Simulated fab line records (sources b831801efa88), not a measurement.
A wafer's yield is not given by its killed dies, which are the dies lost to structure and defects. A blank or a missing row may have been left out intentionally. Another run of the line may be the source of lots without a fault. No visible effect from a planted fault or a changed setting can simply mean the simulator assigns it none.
Struck lot and sound lot, side by side / flow sky130 / 35 out of 708 route steps
Sound: the wafers L156.2, L156.3, L156.4. Wafers struck: L161.1, L161.3, L161.6. The cause is given at the end.
For every step that has rows: the tool of each side, followed by ch and its chambers, followed by its first start. Under that, the readings that differ: sound wafers / struck wafers / difference of the means / sigmas: that difference in standard deviations of wafers without a fault.
alike: readings whose means differ by less than 2 such deviations, and words and numbers that are the same on both sides. not compared: withheld readings, readings that some wafer has no value for, bounds like >300 that may hide the same value, and numbers for which the record gives no deviation and whose values overlap.
A row with sigmas, a row that says differs or no value, or rows on one side alone: a step with any of these is where the two part. Numbers that don't overlap but have no deviation are shown without sigmas and don't part them. A reading missing from all wafers of one side parts the sides only when that side holds two or more wafers.

first, 10 steps without rows for these wafers: SKY_GATE_OXIDE_IMPLANT_11; SKY_GATE_OXIDE_WET_ETCH_12 (etches SiO2 in dHF, target depth 16.8 nm, time 336 s); SKY_GATE_OXIDE_STRIP_13 (strips in O2/N2); SKY_GATE_OXIDE_CLEAN_15 (cleans in SC1/SC2, time 150 s); SKY_GATE_OXIDE_OXIDATION_16 (stabilise 600 s, purge 300 s, target thk 3.57 nm); SKY_POLY_GATE_CVD_00 (deposits poly-Si, target thk 180 nm, time 720 s); SKY_RES_PROTECT_DEHYDRATE_00 (time 60 s); SKY_RES_PROTECT_HMDS_01 (prime time 60 s); SKY_RES_PROTECT_COAT_02 (resist thk 1140 nm); SKY_RES_PROTECT_SOFTBAKE_03 (time 60 s).
SKY_RES_PROTECT_EXPOSE_04: exposes mask RPM, target cd 1270 nm.
  sound on ilineStepper-01 ch 0, day 14 07:11; struck on ilineStepper-01 ch 0, day 16 08:48
reading=model.RES_PROTECT.overlayXNm (nm); sound=-0.4591 -0.4591 -0.4591; struck=290.5 290.5 290.5; difference=+291.0; sigmas=
  alike: mask, reticleTempC
then, 23 steps without rows for these wafers: SKY_RES_PROTECT_PEB_05; SKY_RES_PROTECT_DEVELOP_06 (develop time 60 s); SKY_POLY_GATE_IMPLANT_02; SKY_RES_PROTECT_STRIP_07 (strips in O2/N2); SKY_RES_PROTECT_CLEAN_09 (cleans in SC1/SC2, time 150 s); SKY_POLY_GATE_CVD_03 (deposits Si3N4 from DCS/NH3, target thk 75 nm, time 1290 s); SKY_POLY_GATE_DEHYDRATE_05 (time 60 s); SKY_POLY_GATE_HMDS_06 (prime time 60 s); SKY_POLY_GATE_COAT_07 (resist thk 110 nm); SKY_POLY_GATE_COAT_08 (resist thk 450 nm); SKY_POLY_GATE_SOFTBAKE_09 (time 90 s); SKY_POLY_GATE_EXPOSE_10 (exposes mask P1M, target cd 150 nm); SKY_POLY_GATE_PEB_11; SKY_POLY_GATE_DEVELOP_12 (develop time 60 s); SKY_POLY_GATE_ETCH_15 (etches BARC in N2/H2, stops on SiO2, time 118.5 s, target depth 110 nm); SKY_POLY_GATE_ETCH_16 (etches Si3N4 in CH3F/O2, stops on poly-Si, time 147.5 s, target depth 75 nm); SKY_POLY_GATE_ETCH_17 (etches poly-Si in HBr/Cl2, stops on SiO2, target depth 180 nm, time 70.5 s); SKY_POLY_GATE_STRIP_18 (strips in O2/N2); SKY_POLY_GATE_CLEAN_19 (cleans in SC1/SC2, time 150 s); SKY_POLY_GATE_OXIDATION_20 (stabilise 600 s, purge 300 s, target thk 4 nm); SKY_LDD_N_DEHYDRATE_00 (time 60 s); SKY_LDD_N_HMDS_01 (prime time 60 s); SKY_LDD_N_COAT_02 (resist thk 300 nm).
-- the record jumps here: 30 days lie between the struck wafers' starts before and after (it left off in module LDD_N and takes up again in module PAD_OPEN, whose first step shown is number 708 of the route) --
SKY_PAD_OPEN_PROBE_99:
  sound on prober-02 at day 45 08:19; struck on prober-01 at day 46 16:55
reading=killedAtOther; sound=0 0 0; struck=60 45 44; difference=+50; sigmas=+80
reading=killedDies; sound=70 94 88; struck=144 136 121; difference=+50; sigmas=+5
reading=killedOnRim; sound=15 20 20; struck=30 25 30; difference=+10; sigmas=+3
reading=model.etest.resXhighPo.lineOhmUm; sound=5595 5663 5525; struck=936.6 921.2 938.7; difference=-4662.2; sigmas=
reading=model.etest.resXhighPo.widthNm (nm); sound=347.1 347.3 347.1; struck=2191 2200 2181; difference=+1843; sigmas=
reading=model.etest.resHighPo.lineOhmUm; sound=745.5 742.7 734.9; struck=413.3 417.5 409.1; difference=-327.7; sigmas=
reading=model.etest.resHighPo.widthNm (nm); sound=347.1 346.7 345.8; struck=632.2 632.1 626.9; difference=+283.9; sigmas=
  alike: killed_at_M0_to_M3, killed_at_M4_up, killedAtContacts, killedAtFrontEnd, killedOpen, killedShort

## WHERE THEY PART
At SKY_PAD_OPEN_PROBE_99 and nowhere else, as far as this record goes.

WHY: whatever the simulator had introduced
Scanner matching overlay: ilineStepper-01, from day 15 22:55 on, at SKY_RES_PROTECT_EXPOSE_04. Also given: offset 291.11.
